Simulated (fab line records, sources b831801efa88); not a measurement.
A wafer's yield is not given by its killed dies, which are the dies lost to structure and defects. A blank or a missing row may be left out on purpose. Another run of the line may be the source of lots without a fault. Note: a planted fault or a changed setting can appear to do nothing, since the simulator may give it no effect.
Split-lot experiment :: flow sfqLine :: route with 325 steps; 5 lots, 23 wafers read

== SPLIT DETAILS ==
At SFQ_TRILAYER_M7_DEP_SPUTTER_175 (material Nb, target thk 200 nm, time 133.3 s), the setting timeS was moved away from the recipe's 133.3 s on 8 of the 23 wafers read, by -13.9% to +6.8%. The other wafers ran this setting at the recipe's value.

== BETWEEN THE SPLIT AND THE READING: the file shows 1 step in between ==
- SFQ_M7_RS_MEAS_943: measures by four-point-probe

== THE READING ==
oesProductAu, in a.u., at SFQ_TRILAYER_M7_ETCH_METAL_ETCH_180 (etches Nb in Cl2/Ar, stops on SiO2, target depth 240 nm, time 120 s). Fault-free wafers of this fab line usually give 0.896 a.u., standard deviation 0.0079 a.u.

wafer: L077.1
tool, chamber at the split: pvdSputter-06, -
timeS as run, s: 142.3
against the recipe: +6.8%
oesProductAu, a.u.: 0.921
against lot-mates on the recipe: +0.020

wafer: L077.2
tool, chamber at the split: pvdSputter-06, -
timeS as run, s: 133.3
against the recipe: recipe
oesProductAu, a.u.: 0.903
against lot-mates on the recipe: -

wafer: L077.4
tool, chamber at the split: pvdSputter-06, -
timeS as run, s: 142.3
against the recipe: +6.8%
oesProductAu, a.u.: 0.931
against lot-mates on the recipe: +0.030

wafer: L077.5
tool, chamber at the split: pvdSputter-06, -
timeS as run, s: 133.3
against the recipe: recipe
oesProductAu, a.u.: 0.899
against lot-mates on the recipe: -

wafer: L077.6
tool, chamber at the split: pvdSputter-06, -
timeS as run, s: 142.3
against the recipe: +6.8%
oesProductAu, a.u.: 0.936
against lot-mates on the recipe: +0.035

wafer: L079.1
tool, chamber at the split: pvdSputter-03, -
timeS as run, s: 133.3
against the recipe: recipe
oesProductAu, a.u.: 0.904
against lot-mates on the recipe: -

wafer: L079.2
tool, chamber at the split: pvdSputter-03, -
timeS as run, s: 133.3
against the recipe: recipe
oesProductAu, a.u.: 0.899
against lot-mates on the recipe: -

wafer: L079.3
tool, chamber at the split: pvdSputter-03, -
timeS as run, s: 114.8
against the recipe: -13.9%
oesProductAu, a.u.: 0.831
against lot-mates on the recipe: -0.072

wafer: L079.4
tool, chamber at the split: pvdSputter-03, -
timeS as run, s: 114.8
against the recipe: -13.9%
oesProductAu, a.u.: 0.814
against lot-mates on the recipe: -0.089

wafer: L079.6
tool, chamber at the split: pvdSputter-03, -
timeS as run, s: 133.3
against the recipe: recipe
oesProductAu, a.u.: 0.906
against lot-mates on the recipe: -

wafer: L080.1
tool, chamber at the split: pvdSputter-05, -
timeS as run, s: 133.3
against the recipe: recipe
oesProductAu, a.u.: 0.890
against lot-mates on the recipe: -

wafer: L080.2
tool, chamber at the split: pvdSputter-05, -
timeS as run, s: 133.3
against the recipe: recipe
oesProductAu, a.u.: 0.895
against lot-mates on the recipe: -

wafer: L080.3
tool, chamber at the split: pvdSputter-05, -
timeS as run, s: 133.3
against the recipe: recipe
oesProductAu, a.u.: 0.898
against lot-mates on the recipe: -

wafer: L080.4
tool, chamber at the split: pvdSputter-05, -
timeS as run, s: 133.3
against the recipe: recipe
oesProductAu, a.u.: 0.889
against lot-mates on the recipe: -

wafer: L080.5
tool, chamber at the split: pvdSputter-05, -
timeS as run, s: 133.3
against the recipe: recipe
oesProductAu, a.u.: 0.892
against lot-mates on the recipe: -

wafer: L081.1
tool, chamber at the split: pvdSputter-06, -
timeS as run, s: 133.3
against the recipe: recipe
oesProductAu, a.u.: 0.907
against lot-mates on the recipe: -

wafer: L081.4
tool, chamber at the split: pvdSputter-06, -
timeS as run, s: 133.3
against the recipe: recipe
oesProductAu, a.u.: 0.898
against lot-mates on the recipe: -

wafer: L081.5
tool, chamber at the split: pvdSputter-06, -
timeS as run, s: 133.3
against the recipe: recipe
oesProductAu, a.u.: 0.889
against lot-mates on the recipe: -

wafer: L085.2
tool, chamber at the split: pvdSputter-03, -
timeS as run, s: 133.3
against the recipe: recipe
oesProductAu, a.u.: 0.884
against lot-mates on the recipe: -

wafer: L085.3
tool, chamber at the split: pvdSputter-03, -
timeS as run, s: 120.1
against the recipe: -9.9%
oesProductAu, a.u.: 0.848
against lot-mates on the recipe: -0.037

wafer: L085.4
tool, chamber at the split: pvdSputter-03, -
timeS as run, s: 120.1
against the recipe: -9.9%
oesProductAu, a.u.: 0.844
against lot-mates on the recipe: -0.041

wafer: L085.5
tool, chamber at the split: pvdSputter-03, -
timeS as run, s: 133.3
against the recipe: recipe
oesProductAu, a.u.: 0.886
against lot-mates on the recipe: -

wafer: L085.6
tool, chamber at the split: pvdSputter-03, -
timeS as run, s: 120.1
against the recipe: -9.9%
oesProductAu, a.u.: 0.842
against lot-mates on the recipe: -0.043

FIT RESULTS
A straight line over all 23 wafers: oesProductAu changes by +0.00518 a.u. for each +1% of timeS; r = +0.98; the points scatter about the line by 0.0071 a.u.
The same after taking each lot's own level away (the mean of its wafers on the recipe; 23 wafers): +0.00488 a.u. for each +1%; r = +0.97; scatter 0.0073 a.u.
That fit puts the effect of the largest move of timeS on the reading at 0.068 a.u.
Measured against the standard deviation above, the lots' own levels, which go from 0.8850 to 0.9030 a.u., span 2.3 times it.
Consequently the slope shifts little with the lot-to-lot level, the two slopes agreeing.
Check: -0.0672 a.u. against its lot-mates is what the line predicts for one of the wafers moved furthest among these (-13.9%) when that wafer is left out of the fit. Against them it came out at -0.072 a.u.

== OTHER SPLITS APPLIED TO THESE WAFERS ==
Other splits were also applied to these wafers ahead of the reading. Each is held against what the fit with the lots' levels taken away leaves over:
other split on the same wafers: SFQ_TRILAYER_C5_LITHO_COAT_151 resistThkNm
wafers away from the commonest value: 6
r with oesProductAu (lot level and that fit taken away): -0.02

other split on the same wafers: SFQ_TRILAYER_M6_LITHO_COAT_164 spinRpm
wafers away from the commonest value: 10
r with oesProductAu (lot level and that fit taken away): -0.20

other split on the same wafers: SFQ_TRILAYER_I6_VIA_LITHO_EXPOSE_170 doseMj
wafers away from the commonest value: 9
r with oesProductAu (lot level and that fit taken away): +0.01

== THE WHOLE CHAIN: every reading that the file lists as answering this split, in the file's order ==
step: SFQ_TRILAYER_M7_DEP_SPUTTER_175
what it does: material Nb, target thk 200 nm, time 133.3 s
reading: Nb_of_TRILAYER_M7_DEP_SPUTTER_175.thkNm (the simulator's own value, which no gauge read)
change (the file's fit): +2.04 nm for each +1% of the setting
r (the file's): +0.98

step: SFQ_M7_RS_MEAS_943
what it does: measures by four-point-probe
reading: M7_NB_RS
change (the file's fit): -0.0101 for each +1% of the setting
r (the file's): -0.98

step: SFQ_TRILAYER_M7_ETCH_METAL_ETCH_180
what it does: etches Nb in Cl2/Ar, stops on SiO2, target depth 240 nm, time 120 s
reading: oesProductAu
change (the file's fit): +0.00507 a.u. for each +1% of the setting
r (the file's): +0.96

== FILE'S OWN FIT ==
oesProductAu changes by +0.00507 a.u. for each +1% of timeS, r = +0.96.
